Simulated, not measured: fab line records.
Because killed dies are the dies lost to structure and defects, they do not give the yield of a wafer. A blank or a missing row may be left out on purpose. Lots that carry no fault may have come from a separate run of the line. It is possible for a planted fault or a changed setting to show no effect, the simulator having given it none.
Matching of chambers / flow sky130 / rie_diel-04 running SKY_VIA1_ETCH_15: 4 sister chambers
The step etches SiO2 in C4F8/O2/Ar, stops on TiN, target depth 351 nm, time 54 s. 8 wafers are shown with their chamber, then 10 later ones without.

WAFERS, EACH WITH ITS CHAMBER
wafer=L077.3; chamber=3; oes_product_au (a.u.)=0.994
wafer=L078.3; chamber=2; oes_product_au (a.u.)=0.981
wafer=L081.6; chamber=1; oes_product_au (a.u.)=0.984
wafer=L082.3; chamber=0; oes_product_au (a.u.)=0.991
wafer=L082.5; chamber=1; oes_product_au (a.u.)=0.996
wafer=L082.6; chamber=3; oes_product_au (a.u.)=0.982
wafer=L087.2; chamber=0; oes_product_au (a.u.)=0.981
wafer=L087.4; chamber=2; oes_product_au (a.u.)=0.990

WAFERS WITHOUT THEIR CHAMBER
wafer=L087.6; oes_product_au (a.u.)=0.982
wafer=L093.1; oes_product_au (a.u.)=0.984
wafer=L093.2; oes_product_au (a.u.)=0.979
wafer=L093.3; oes_product_au (a.u.)=0.983
wafer=L093.4; oes_product_au (a.u.)=0.991
wafer=L093.5; oes_product_au (a.u.)=0.979
wafer=L093.6; oes_product_au (a.u.)=0.986
wafer=L097.1; oes_product_au (a.u.)=0.986
wafer=L097.4; oes_product_au (a.u.)=0.992
wafer=L097.5; oes_product_au (a.u.)=0.990

EACH ONE'S CHAMBER
wafer=L087.6; from the rows above=can't be placed: 2 or 0 or 3 or 1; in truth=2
wafer=L093.1; from the rows above=can't be placed: 2 or 0 or 3 or 1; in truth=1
wafer=L093.2; from the rows above=can't be placed: 2 or 0 or 3 or 1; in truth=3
wafer=L093.3; from the rows above=can't be placed: 2 or 0 or 3 or 1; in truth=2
wafer=L093.4; from the rows above=can't be placed: 1 or 3 or 0 or 2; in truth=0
wafer=L093.5; from the rows above=can't be placed: 2 or 0 or 3 or 1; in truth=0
wafer=L093.6; from the rows above=can't be placed: 0 or 2 or 3 or 1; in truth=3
wafer=L097.1; from the rows above=can't be placed: 0 or 2 or 3 or 1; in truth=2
wafer=L097.4; from the rows above=can't be placed: 1 or 3 or 0 or 2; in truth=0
wafer=L097.5; from the rows above=can't be placed: 1 or 3 or 0 or 2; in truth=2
Placed correctly: 0 of 10. Cannot be placed on the basis of these rows: 10; the candidates contain the true chamber in 10. 0 placed wrongly.
How it was worked out, from the rows above alone: a wafer's distance from a chamber is the root of the sum, over the readings, of the square of ((its reading less the chamber's mean) divided by the reading's scatter). If the next closest chamber is less than 2 further off than the closest, the wafer can't be placed; otherwise it belongs to the closest. For every chamber, the mean is computed from those of its wafers that are shown. The scatter is the square root of a quotient: the sum, over the shown wafers, of each reading's squared deviation from its chamber's mean, divided by wafers minus chambers.
